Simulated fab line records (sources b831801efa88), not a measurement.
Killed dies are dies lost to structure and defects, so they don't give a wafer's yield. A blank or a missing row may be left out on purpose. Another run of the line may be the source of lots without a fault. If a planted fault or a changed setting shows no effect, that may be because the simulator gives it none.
Struck lot and sound lot, side by side + flow sfq-line + 14 out of 325 route steps
Sound: these wafers, L476.1, L476.5, L476.6. Struck: wafers L487.3, L487.5 (left out: L487.1, a lot-mate that was not struck); the cause follows at the end.
At each step with rows: each side's tool, then ch and its chambers, then its first start. Under that, the readings that differ: sound wafers + struck wafers + difference of the means + sigmas: that difference in standard deviations of wafers without a fault.
alike: words and numbers the same on both sides, and readings whose means are apart by under 2 such deviations; not compared: readings that were withheld, readings missing a value for some wafer, numbers with overlapping values and no deviation given by the record, and bounds like >300 which may hide the same value.
The two part at a step that has a row with sigmas, a row that says differs or no value, or rows on one side only. Numbers that don't overlap but have no deviation are shown without sigmas and don't part them. Lack of a reading on every wafer of one side parts them only where that side has two or more wafers.

first, 2 steps without rows for these wafers: SFQ_TRILAYER_I2_VIA_STRIP_SOLV_CLEAN_072 (cleans in NMP, time 600 s); SFQ_TRILAYER_M3_DEP_PRE_CLEAN_074 (time 22.5 s).
SFQ_TRILAYER_M3_DEP_SPUTTER_073: material Nb, target thk 200 nm, time 133.3 s.
  sound on pvd-sputter-05 at day 37 20:23; struck on pvd-sputter-05 at day 38 20:47
  alike: throttle-valve-pct
SFQ_M3_RS_MEAS_919: measures by four-point-probe.
  sound on film-metro-03 at day 37 20:29; struck on film-metro-03 at day 38 20:52
  alike: M3_NB_RS
then, 6 steps without rows for these wafers: SFQ_TRILAYER_M3_LITHO_COAT_080 (resist thk 62 nm); SFQ_TRILAYER_M3_LITHO_COAT_075 (resist thk 600 nm); SFQ_TRILAYER_M3_LITHO_SOFTBAKE_079; SFQ_TRILAYER_M3_LITHO_EXPOSE_076 (exposes mask M3, target cd 500 nm); SFQ_TRILAYER_M3_LITHO_PEB_078 (peb time 60 s); SFQ_TRILAYER_M3_LITHO_DEVELOP_077 (time 60 s).
-- the record jumps here: 4 days lie between the struck wafers' starts before and after --
SFQ_M3_OVL_MEAS_921:
  sound on overlay-02 at day 42 03:05; struck on overlay-02 at day 43 06:47
  alike: M3_OVL
SFQ_TRILAYER_M3_BARC_OPEN_METAL_ETCH_100: etches BARC in O2, target depth 125 nm, time 41.7 s.
  sound on rie-metal-03 ch 0,1, day 42 03:07; struck on rie-metal-03 ch 0,1, day 43 06:49
| reading                                             | sound             | struck    | difference | sigmas |
|-----------------------------------------------------|-------------------|-----------|------------|--------|
| model.KrF_of_TRILAYER_M3_LITHO_COAT_075.thk-nm (nm) | 526.3 524.2 524.3 | 535.3 535 | +10.2      |        |
  alike: drypump-motor-current-A, oes-product-au
  not compared: rf-hours-counter-h
SFQ_TRILAYER_M3_ETCH_METAL_ETCH_078: etches Nb in Cl2/Ar, stops on SiO2, target depth 240 nm, time 120 s.
  sound on rie-metal-03 ch 0,1, day 42 03:11; struck on rie-metal-03 ch 0,1, day 43 06:53
| reading                                             | sound             | struck      | difference | sigmas |
|-----------------------------------------------------|-------------------|-------------|------------|--------|
| model.KrF_of_TRILAYER_M3_LITHO_COAT_075.thk-nm (nm) | 383.8 381.6 381.6 | 391.4 393.6 | +10.2      |        |
  alike: drypump-motor-current-A, oes-product-au
  not compared: rf-hours-counter-h
SFQ_TRILAYER_M3_STRIP_STRIP_079: strips in O2.
  sound on rie-metal-03 ch 0,1, day 42 03:19; struck on rie-metal-03 ch 0,1, day 43 07:01
  alike: drypump-motor-current-A, oes-product-au, platen-temp-c
  not compared: rf-hours-counter-h

## WHERE THEY PART
Nowhere in this record.

WHY: whatever the simulator had introduced
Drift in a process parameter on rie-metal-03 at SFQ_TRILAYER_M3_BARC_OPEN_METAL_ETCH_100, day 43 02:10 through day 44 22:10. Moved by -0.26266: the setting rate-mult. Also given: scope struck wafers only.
